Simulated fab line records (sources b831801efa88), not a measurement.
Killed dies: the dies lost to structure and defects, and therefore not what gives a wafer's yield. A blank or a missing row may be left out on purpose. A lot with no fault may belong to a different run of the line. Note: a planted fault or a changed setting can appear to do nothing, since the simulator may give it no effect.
fab line records | flow sky130
record: lots: 5 wafers: 15 lastDay: 49
route steps=708 shown VT_ADJUST_HVTR@135 VT_ADJUST_PCH@143
lots that met no fault: taken from a fault-free run of the same line
startH: hours from the record's opening day to when the first of the lot's shown wafers began | waitH: time in hours since the lot's previous step | " same as the row above | L1.1+2: a row that stands for several wafers | - either no value or no given start | * or withheld: withheld | < > ~ a bound
route shown NAME@n: NAME is a module with steps in the file, n the number in the route of the first one | usual: mean and standard deviation over wafers with no fault | same: alike in all rows | chamber/n: place in a boat | sites: each site's reading | _std_site: standard deviation across them | _edge_site: mean of outer sites minus mean of inner sites | radiusMm: how far each site lies from the wafer's centre | mask NAME#n: copy n | behind: the tool/chamber that last shaped the wafer | hold: the reason the lot was held/the length of the hold in hours/how it ended | device: which transistor (n, p or np) failed to switch | end of line: tests run on the same wafers once the route is complete | for a step that has no rows: nothing shown but its recipe | killed: dies lost to structure and defects at the first sort, not the wafer's yield | map: a wafer's dies, x killed, . not, _ none there
set.NAME: setting as actually run; set.NAME@STEP: the setting as run at that earlier step | model.NAME: the simulator's own value behind a step, which no gauge read
lots at selected steps of the route; one table per step, one row per wafer
services: the hour from which a tool's chamber was out of use, counted from the record's first day as startH (under 0 if before that day), plus the number of hours and why
== steps ==
step: SKY_VT_ADJUST_HVTR_EXPOSE_04
recipe: maskId: HVTRM targetCdNm: 380 na: 0.6 sourceShape: conventional sigmaOuter: 0.6 doseMj: 150
usual: reticleTempC: 22.99/0.1
columns lot.wafer tool chamber startH waitH mask reticleTempC
L075.1 ilineStepper-01 0 - - HVTRM#0 22.99
L075.4 " 0 " " HVTRM#0 22.97
L075.6 " 0 " " HVTRM#0 23.07
L079.1 ilineStepper-02 0 - - HVTRM#0 22.78
L079.3 " 0 " " HVTRM#0 22.77
L079.6 " 0 " " HVTRM#0 23.01
L087.1 ilineStepper-02 0 - - HVTRM#0 23.03
L087.2 " 0 " " HVTRM#0 22.93
L087.4 " 0 " " HVTRM#0 22.98
L093.1 ilineStepper-02 0 - - HVTRM#0 22.82
L093.5 " 0 " " HVTRM#0 22.84
L093.6 " 0 " " HVTRM#0 22.74
L094.1 ilineStepper-01 0 - - HVTRM#0 23.16
L094.4 " 0 " " HVTRM#0 23.17
L094.6 " 0 " " HVTRM#0 22.98
step: SKY_VT_ADJUST_HVTR_PEB_05
recipe: tempC: withheld timeS: * resist: NOVOLAK
columns lot.wafer tool chamber startH waitH
L075.1+4+6 lithoTrack-02 0 - -
L079.1+3+6 lithoTrack-04 0 - -
L087.1+2+4 lithoTrack-02 0 - -
L093.1+5+6 lithoTrack-01 0 - -
L094.1+4+6 lithoTrack-04 0 - -
step: SKY_VT_ADJUST_HVTR_DEVELOP_06
recipe: developTimeS: 60 devTempC: 23
columns lot.wafer tool chamber startH waitH
L075.1+4+6 lithoTrack-02 0 208.84 0.1
L079.1+3+6 lithoTrack-04 0 232.27 0.1
L087.1+2+4 lithoTrack-02 0 293.54 0.1
L093.1+5+6 lithoTrack-01 0 337.48 0.1
L094.1+4+6 lithoTrack-04 0 342.92 0.1
step: SKY_VT_ADJUST_HVTR_CD_MEAS_07
recipe: targetCdNm: 380
usual: cdNm: 381/3.1
columns lot.wafer tool chamber startH waitH cdNm
L075.1 cdSem-01 - 208.99 0.1 386
L075.4 " - " " 383
L075.6 " - " " 382
L079.1 cdSem-01 - 232.42 0.1 385
L079.3 " - " " 385
L079.6 " - " " 384
L087.1 cdSem-02 - 293.69 0.1 387
L087.2 " - " " 385
L087.4 " - " " 382
L093.1 cdSem-02 - 337.63 0.1 381
L093.5 " - " " 381
L093.6 " - " " 383
L094.1 cdSem-01 - 343.07 0.1 384
L094.4 " - " " 387
L094.6 " - " " 386
step: SKY_VT_ADJUST_HVTR_OVL_MEAS_08
usual: VT_ADJUST_HVTR_OVL: -0.3/1.3
columns lot.wafer tool chamber startH waitH VT_ADJUST_HVTR_OVL[nm]
L075.1 overlay-01 - 209.11 0.1 -2.2
L075.4 " - " " -2.9
L075.6 " - " " -0.4
L079.1 overlay-01 - 232.54 0.1 1.2
L079.3 " - " " 1.4
L079.6 " - " " 0.3
L087.1 overlay-01 - 293.81 0.1 0.0
L087.2 " - " " -0.4
L087.4 " - " " 0.7
L093.1 overlay-02 - 337.75 0.1 0.4
L093.5 " - " " -0.9
L093.6 " - " " 0.4
L094.1 overlay-01 - 343.19 0.1 1.3
L094.4 " - " " 0.6
L094.6 " - " " 1.0
step: SKY_VT_ADJUST_HVTR_IMPLANT_09
recipe: species: B energyKev: 10 doseCm2: 2.1e+12 tiltDeg: withheld
columns lot.wafer tool chamber startH waitH
L075.1+4+6 implanter-01 0 209.15 0.0
L079.1+3+6 implanter-04 0 232.57 0.0
L087.1+2+4 implanter-01 0 293.85 0.0
L093.1+5+6 implanter-04 0 337.79 0.0
L094.1+4+6 implanter-01 0 343.22 0.0
step: SKY_VT_ADJUST_HVTR_STRIP_10
recipe: chemistry: O2/N2 powerW: 1400 pressureMtorr: 1500 platenTempC: withheld o2FlowSccm: 3000 n2FlowSccm: 300 overashFraction: 0.5
usual: drypumpMotorCurrentA: 5.57/0.28 oesProductAu: 0.715/0.0046 stripTimeToEndpointS: 14.20/0.051
columns lot.wafer tool chamber startH waitH drypumpMotorCurrentA oesProductAu rfHoursCounterH stripTimeToEndpointS
L075.1 plasmaAsher-02 0 209.30 0.1 5.66 0.717 9 14.11
L075.4 " 0 " " 5.66 0.704 - 14.13
L075.6 " 0 " " 5.66 0.724 - 14.11
L079.1 plasmaAsher-01 1 232.72 0.1 5.46 0.716 54 14.27
L079.3 " 0 " " 5.94 0.713 - 14.30
L079.6 " 1 " " 5.45 0.709 - 14.28
L087.1 plasmaAsher-01 0 294.00 0.1 5.94 0.717 60 14.21
L087.2 " 1 " " 5.45 0.714 60 14.20
L087.4 " 1 " " 5.44 0.715 - 14.24
L093.1 plasmaAsher-02 1 337.94 0.1 5.62 0.712 22 14.20
L093.5 " 1 " " 5.61 0.721 - 14.20
L093.6 " 0 " " 5.66 0.721 - 14.18
L094.1 plasmaAsher-01 0 343.37 0.1 5.95 0.706 64 14.17
L094.4 " 1 " " 5.46 0.714 - 14.19
L094.6 " 0 " " 5.95 0.713 - 14.16
step: SKY_VT_ADJUST_HVTR_TW_MEAS_11
usual: VT_ADJUST_HVTR_TW: 209.6/2.5
columns lot.wafer tool chamber startH waitH VT_ADJUST_HVTR_TW
L075.1 filmMetro-02 - 209.40 0.1 207.7
L075.4 " - " " 208.6
L075.6 " - " " 209.1
L079.1 filmMetro-01 - 232.82 0.1 208.9
L079.3 " - " " 207.9
L079.6 " - " " 207.4
L087.1 filmMetro-01 - 294.10 0.1 208.2
L087.2 " - " " 208.6
L087.4 " - " " 209.2
L093.1 filmMetro-01 - 338.04 0.1 208.7
L093.5 " - " " 209.2
L093.6 " - " " 208.0
L094.1 filmMetro-01 - 343.47 0.1 207.5
L094.4 " - " " 208.1
L094.6 " - " " 207.1
step: SKY_VT_ADJUST_PCH_DEHYDRATE_00
recipe: tempC: 200 timeS: 60
usual: plateTempC: 199.99/0.15
columns lot.wafer tool chamber startH waitH plateTempC
L075.1 lithoTrack-02 0 220.04 10.6 200.10
L075.4 " 0 " " 199.86
L075.6 " 0 " " 200.01
L079.1 lithoTrack-03 0 243.98 11.2 199.97
L079.3 " 0 " " 200.07
L079.6 " 0 " " 200.21
L087.1 lithoTrack-02 0 305.64 11.5 200.14
L087.2 " 0 " " 200.17
L087.4 " 0 " " 199.97
L093.1 lithoTrack-03 0 351.38 13.3 199.88
L093.5 " 0 " " 200.04
L093.6 " 0 " " 199.82
L094.1 lithoTrack-04 0 356.67 13.2 199.89
L094.4 " 0 " " 199.92
L094.6 " 0 " " 199.61
step: SKY_VT_ADJUST_PCH_HMDS_01
recipe: primeTimeS: 60 primeTempC: 120
columns lot.wafer tool chamber startH waitH
L075.1+4+6 lithoTrack-02 0 220.19 0.1
L079.1+3+6 lithoTrack-03 0 244.13 0.1
L087.1+2+4 lithoTrack-02 0 305.79 0.1
L093.1+5+6 lithoTrack-03 0 351.53 0.1
L094.1+4+6 lithoTrack-04 0 356.82 0.1
step: SKY_VT_ADJUST_PCH_COAT_02
recipe: spinRpm: 2000 resistThkNm: 3000
columns lot.wafer tool chamber startH waitH
L075.1+4+6 lithoTrack-02 0 220.34 0.1
L079.1+3+6 lithoTrack-03 0 244.28 0.1
L087.1+2+4 lithoTrack-02 0 305.94 0.1
L093.1+5+6 lithoTrack-03 0 351.68 0.1
L094.1+4+6 lithoTrack-04 0 356.97 0.1
step: SKY_VT_ADJUST_PCH_SOFTBAKE_03
recipe: tempC: 110 timeS: withheld
usual: plateTempC: 109.97/0.13
columns lot.wafer tool chamber startH waitH plateTempC
L075.1 lithoTrack-02 0 220.49 0.1 110.01
L075.4 " 0 " " 110.03
L075.6 " 0 " " 109.97
L079.1 lithoTrack-03 0 244.43 0.1 109.93
L079.3 " 0 " " 109.78
L079.6 " 0 " " 109.76
L087.1 lithoTrack-02 0 306.09 0.1 109.69
L087.2 " 0 " " 109.89
L087.4 " 0 " " 109.92
L093.1 lithoTrack-03 0 351.83 0.1 109.91
L093.5 " 0 " " 110.03
L093.6 " 0 " " 110.09
L094.1 lithoTrack-04 0 357.12 0.1 109.86
L094.4 " 0 " " 109.99
L094.6 " 0 " " 109.93
step: SKY_VT_ADJUST_PCH_EXPOSE_04
recipe: maskId: NWM na: 0.6 sourceShape: conventional sigmaOuter: 0.6 polarization: unpolarized targetCdNm: 840 doseMj: 255
usual: reticleTempC: 23.01/0.12
columns lot.wafer tool chamber startH waitH mask reticleTempC
L075.1 ilineStepper-02 0 - - NWM#0 22.97
L075.4 " 0 " " NWM#0 23.10
L075.6 " 0 " " NWM#0 22.71
L079.1 ilineStepper-01 0 - - NWM#0 22.88
L079.3 " 0 " " NWM#0 22.94
L079.6 " 0 " " NWM#0 22.85
L087.1 ilineStepper-01 0 - - NWM#0 22.87
L087.2 " 0 " " NWM#0 22.90
L087.4 " 0 " " NWM#0 22.97
L093.1 ilineStepper-02 0 - - NWM#0 23.11
L093.5 " 0 " " NWM#0 22.96
L093.6 " 0 " " NWM#0 23.08
L094.1 ilineStepper-01 0 - - NWM#0 23.10
L094.4 " 0 " " NWM#0 23.14
L094.6 " 0 " " NWM#0 23.02
step: SKY_VT_ADJUST_PCH_PEB_05
recipe: tempC: 115 timeS: withheld
usual: plateTempC: 115.01/0.14
columns lot.wafer tool chamber startH waitH plateTempC
L075.1 lithoTrack-04 0 - - 115.06
L075.4 " 0 " " 114.97
L075.6 " 0 " " 114.90
L079.1 lithoTrack-02 0 - - 114.92
L079.3 " 0 " " 114.87
L079.6 " 0 " " 114.87
L087.1 lithoTrack-02 0 - - 114.90
L087.2 " 0 " " 115.05
L087.4 " 0 " " 114.88
L093.1 lithoTrack-02 0 - - 115.32
L093.5 " 0 " " 115.31
L093.6 " 0 " " 115.25
L094.1 lithoTrack-03 0 - - 114.87
L094.4 " 0 " " 115.02
L094.6 " 0 " " 115.01
step: SKY_VT_ADJUST_PCH_DEVELOP_06
recipe: wallAngleDeg: 90 developer: TMAH developTimeS: 60 devTempC: 23
columns lot.wafer tool chamber startH waitH
L075.1+4+6 lithoTrack-04 0 - -
L079.1+3+6 lithoTrack-02 0 - -
L087.1+2+4 lithoTrack-02 0 - -
L093.1+5+6 lithoTrack-02 0 - -
L094.1+4+6 lithoTrack-03 0 - -
step: SKY_VT_ADJUST_PCH_OVL_MEAS_07
usual: VT_ADJUST_PCH_OVL: -0.7/1.4
columns lot.wafer tool chamber startH waitH VT_ADJUST_PCH_OVL[nm]
L075.1 overlay-02 - 230.72 - -1.1
L075.4 " - " " -1.0
L075.6 " - " " -0.8
L079.1 overlay-02 - 255.34 - 0.0
L079.3 " - " " 0.8
L079.6 " - " " -1.6
L087.1 overlay-02 - 319.54 - -2.5
L087.2 " - " " -1.7
L087.4 " - " " -1.5
L093.1 overlay-01 - 365.44 - 1.1
L093.5 " - " " -0.5
L093.6 " - " " -0.3
L094.1 overlay-02 - 371.28 - -1.4
L094.4 " - " " -1.6
L094.6 " - " " -3.1
step: SKY_VT_ADJUST_PCH_IMPLANT_08
recipe: species: B energyKev: 10 doseCm2: 5e+11 tiltDeg: withheld
columns lot.wafer tool chamber startH waitH
L075.1+4+6 implanter-01 0 230.75 0.0
L079.1+3+6 implanter-02 0 255.38 0.0
L087.1+2+4 implanter-01 0 319.58 0.0
L093.1+5+6 implanter-01 0 365.48 0.0
L094.1+4+6 implanter-02 0 371.32 0.0
== services ==
columns tool chamber startH hours kind
implanter-04 - 185.53 2.8 pm
implanter-01 - 190.04 9.4 repair
implanter-04 - 222.41 1.9 repair
ilineStepper-02 - 246.32 4.4 pm
implanter-04 - 250.68 0.5 repair
ilineStepper-01 - 260.90 2.1 pm
ilineStepper-01 - 262.98 - consumableReplace:lamp
ilineStepper-02 - 263.91 1.7 pm
plasmaAsher-01 - 268.44 2.8 pm
ilineStepper-01 - 271.15 1.7 pm
implanter-01 - 278.97 2.2 repair
implanter-04 - 280.62 6.1 repair
plasmaAsher-01 - 298.93 6.8 repair
implanter-04 - 302.75 0.8 repair
implanter-02 - 306.02 2.3 pm
implanter-04 - 326.58 2.3 repair
ilineStepper-01 - 330.54 1.8 repair
implanter-02 - 336.41 11.8 pm
ilineStepper-02 - 336.42 2.1 pm
ilineStepper-02 - 338.50 - consumableReplace:lamp
plasmaAsher-01 - 357.99 0.5 repair
== key ==
fault none
